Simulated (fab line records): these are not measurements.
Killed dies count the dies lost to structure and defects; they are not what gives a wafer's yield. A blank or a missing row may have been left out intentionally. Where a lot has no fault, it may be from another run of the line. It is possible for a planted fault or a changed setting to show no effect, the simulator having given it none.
Which tool was responsible?    flow sky130    12 lots (36 wafers sampled), 1 step of a 708-step route

## WHAT THE GAUGES READ, wafer by wafer
SKY_CONTACT_CD_MEAS_14: target cd 170 nm.
lot   measured      on        cdNm (nm)
L075  day 32 02:14  cdSem-02  168.5 168.2 168.3
L077  day 33 08:05  cdSem-02  169.8 169.4 170.3
L078  day 33 17:04  cdSem-02  169.2 170.9 168.8
L081  day 34 22:10  cdSem-02  169.0 169.9 169.2
L082  day 35 07:34  cdSem-02  168.8 169.4 169.3
L085  day 35 23:20  cdSem-02  170.7 169.6 170.2
L088  day 36 23:35  cdSem-02  171.5 170.7 171.4
L089  day 37 03:19  cdSem-01  168.9 168.7 170.2
L091  day 37 09:23  cdSem-02  169.6 169.3 168.2
L093  day 38 01:19  cdSem-01  172.1 171.9 172.4
L095  day 38 09:58  cdSem-01  171.1 171.5 171.6
L097  day 38 22:37  cdSem-01  170.1 170.6 169.9

## EACH LOT AND THE TOOL THAT RAN IT (in order: tool; ch and the chambers of the sampled wafers; start)
There is no process step in the record ahead of these readings.

## THE ANSWER, worked out from the rows above alone
Rule: the lots themselves supply what counts as usual. The widest of any qualifying gaps counts: lots, ordered by their means at a reading, are off when they make up no more than a third of the lots, leave a main group of 4 or more, and stand apart from it by 3 or more times the standard deviation of that group's means. The tables above print the reading to a certain number of digits; a main group whose means all agree to those digits is not used. A lot without any number at a reading at which 4 lots or more have one is off too. Any other lot the step has rows for is counted as sound.
No lot is off on any of the readings shown, so nothing can be concluded from this.

## WHAT THE SIMULATOR HAD PUT IN
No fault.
